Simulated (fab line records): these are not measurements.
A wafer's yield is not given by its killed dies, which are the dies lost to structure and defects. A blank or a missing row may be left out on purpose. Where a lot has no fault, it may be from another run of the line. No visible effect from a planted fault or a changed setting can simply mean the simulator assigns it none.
Code-filled problem report in 8D (eight disciplines) form | flow gf180mcu | the parts of the form that need people (team, actions taken, sign-off) are left out

== 1. PROBLEM STATEMENT ==
Wafers without a fault read 128.4 s, standard deviation 0.47; run_length_s at GF_HV_LDD_ETCHBACK_58 reads a mean of 109.9 s on 3 wafers belonging to 2 lots. Relative to the usual mean, that is a shift of -39 standard deviations.
The step: etches Si3N4 in CH3F/O2, stops on SiO2, time 100 s, target depth 90 nm.
First observed at day 17 03:13: wafer L643.1, on rie_diel-02. At this step, 39 wafers from 13 lots have a number in the record. Rule for "out" (also "out of limits"): further than 4 standard deviations from the usual mean. All remaining wafers that have a number are taken as sound.

== 2. WHAT IT IS; WHAT IT IS NOT ==
question                    | is                           | is not
which readings at this step | run_length_s, oes_product_au | drypump_motor_current_A
which lots                  | L643, L644                   | L630, L631, L632, L634, L635, L646, L647, L649, L651, L652, L653
which wafers of those lots  | L643.1, L644.2, L644.5       | L643.3, L643.5, L644.1
read on which tools         | rie_diel-02                  | rie_diel-03, rie_diel-04
when                        | from day 17 03:13            | up to then (17 sound wafers); but 19 sound wafers of L644, L646, L647, L649, L651, L652, L653 came after

== 3. SUSPECTS, AND WHAT RULES EACH OUT ==
Counting: any tool at a process step up to the reading remains a suspect provided it ran every lot that is out. Sound lots after the first of them don't rule it out here, since some wafers of a struck lot are sound.
- rie_diel-02 at GF_HV_LDD_ETCHBACK_58 (etches Si3N4 in CH3F/O2, stops on SiO2, time 100 s, target depth 90 nm): kept. Ran every lot that is out, first one L643 (day 17 03:13); last sound lot up to then L632 (day 13 04:47). Its own readings are out on those wafers: oes_product_au, run_length_s.
- In rie_diel-02 at GF_HV_LDD_ETCHBACK_58, the wafers that are out were processed in chamber 1 and their sound lot-mates in chambers 0, 3.
After counting, what remains is rie_diel-02 at GF_HV_LDD_ETCHBACK_58.

== 4. THE CAUSE (what the simulator had put in) ==
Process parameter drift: rie_diel-02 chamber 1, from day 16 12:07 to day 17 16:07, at GF_HV_LDD_ETCHBACK_58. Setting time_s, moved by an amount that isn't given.
Only this tool survived the counting.

== 5. SEQUENCE OF EFFECTS, ordered by route ==
Each row: a reading where the mean over the struck wafers with a number is more than 3 standard deviations away from the usual. Scope: only readings with a usual standard deviation given in the record; hours: median across lots of the time from each lot's start at the first step in this table that gives one to its start at this step; sigmas: change in usual standard deviations.
hours | step                  | reading        | usual      | on struck wafers | change | sigmas
0     | GF_HV_LDD_ETCHBACK_58 | oes_product_au | 0.841 a.u. | 1.011            | +0.170 | +26
0     | GF_HV_LDD_ETCHBACK_58 | run_length_s   | 128.4 s    | 109.9            | -18.5  | -39
Its process steps:
- GF_HV_LDD_ETCHBACK_58: etches Si3N4 in CH3F/O2, stops on SiO2, time 100 s, target depth 90 nm.
At these later measuring or inspecting steps, every struck wafer for which the step has a row has a number for every such reading, and none has moved that far: GF_V1_OVL_MEAS_15.

== 6. WHAT WOULD HAVE CAUGHT IT SOONER ==
In this record the first reading out of limits was taken at day 17 03:13, 15 hours after the fault began at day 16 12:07.
